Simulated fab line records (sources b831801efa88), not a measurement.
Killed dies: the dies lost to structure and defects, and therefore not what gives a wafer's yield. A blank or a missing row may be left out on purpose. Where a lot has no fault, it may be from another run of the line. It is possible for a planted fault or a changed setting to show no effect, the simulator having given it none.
What tool caused it?	flow gf180mcu	33 wafers from 11 lots sampled at 4 of the route's 602 steps

== WHAT THE GAUGES READ, wafer by wafer ==
GF_V3_RS_MEAS_24: measurement is done with a four-point probe.
lot	measured	on	V3_W_RS (ohm/sq)
L517	day 22 10:36	film_metro-02	0.329 0.325 0.335
L520	day 23 18:50	film_metro-04	0.324 0.331 0.322
L524	day 25 00:12	film_metro-03	0.327 0.327 0.325
L525	day 25 08:14	film_metro-04	0.333 0.330 0.328
L526	day 25 19:28	film_metro-04	0.326 0.330 0.325
L527	day 26 00:53	film_metro-04	0.324 0.325 0.325
L528	day 26 17:38	film_metro-02	0.324 0.323 0.322
L532	day 27 16:24	film_metro-02	0.327 0.331 0.330
L533	day 27 19:07	film_metro-02	0.322 0.331 0.328
L536	day 28 21:35	film_metro-02	0.266 0.265 0.268
L537	day 29 01:07	film_metro-03	0.267 0.267 0.272

== WHAT TOOL EACH LOT RAN ON (gives the tool, then ch and the chambers of the sampled wafers, and finally the start) ==
lot	GF_V2_SPUTTER_22	GF_M3_SPUTTER_02	GF_V3_CVD_23
L517	pvd_sputter-02, day 20 07:37	pvd_sputter-04, day 20 08:23	cvd_w-02 ch 0,1, day 22 10:29
L520	pvd_sputter-04, day 21 17:05	pvd_sputter-02, day 21 17:51	cvd_w-02 ch 0,1, day 23 18:43
L524	pvd_sputter-02, day 23 01:55	pvd_sputter-04, day 23 02:41	cvd_w-02 ch 0,1, day 25 00:05
L525	pvd_sputter-01, day 23 08:28	pvd_sputter-04, day 23 09:14	cvd_w-02 ch 0, day 25 08:08
L526	pvd_sputter-04, day 23 19:57	pvd_sputter-02, day 23 20:43	cvd_w-02 ch 0,1, day 25 19:20
L527	pvd_sputter-04, day 24 02:44	pvd_sputter-03, day 24 03:30	cvd_w-01 ch 0,1, day 26 00:46
L528	pvd_sputter-04, day 24 20:13	pvd_sputter-03, day 24 21:08	cvd_w-02 ch 0,1, day 26 17:32
L532	pvd_sputter-04, day 25 19:39	pvd_sputter-03, day 25 20:25	cvd_w-01 ch 0,1, day 27 16:16
L533	pvd_sputter-02, day 25 22:30	pvd_sputter-03, day 25 23:16	cvd_w-01 ch 0,1, day 27 18:59
L536	pvd_sputter-04, day 27 03:47	pvd_sputter-03, day 27 04:34	cvd_w-02 ch 0,1, day 28 21:28
L537	pvd_sputter-01, day 27 06:56	pvd_sputter-02, day 27 07:42	cvd_w-02 ch 0,1, day 29 00:59
- GF_V2_SPUTTER_22: material TiN, target thk 10 nm, time 40 s.
- GF_M3_SPUTTER_02: material AlCu, target thk 450 nm, time 23.9 s.
- GF_V3_CVD_23: deposits W, target thk 350 nm, time 104.9 s.

== THE ANSWER, worked out from the rows above alone ==
Rule: usual is defined by the lots themselves. Put in order of their means at a reading, lots are off if they are a third of the lots or fewer, leave a main group of 4 or more, and stand apart from it by a gap of 3 or more times the standard deviation of the main group's means; of several such gaps the widest counts. If all means in a main group match to the digits the tables above print for the reading, that group is not used. Also off: a lot with no number at a reading for which 4 or more lots have one. The other lots that the step has rows for count as sound.
Off: L536, L537, at GF_V3_RS_MEAS_24 (V3_W_RS). For the main group the mean is 0.327 ohm/sq and the standard deviation 0.0023.
If a tool, at a process step before that reading, ran all the lots that are off and no sound lot after the first of them, it fits. The gauges at GF_V3_RS_MEAS_24 are tried like those tools. One candidate fits, namely cvd_w-02 at GF_V3_CVD_23. Its last sound lot is L528 (day 26 17:32), its first lot that is off L536 (day 28 21:28): a fault that began between those two fits.

== WHAT THE SIMULATOR HAD PUT IN ==
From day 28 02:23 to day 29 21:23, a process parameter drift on cvd_w-02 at GF_V3_CVD_23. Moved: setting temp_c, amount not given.
Lots struck among those shown: L536, L537. The same result came from the rule above.
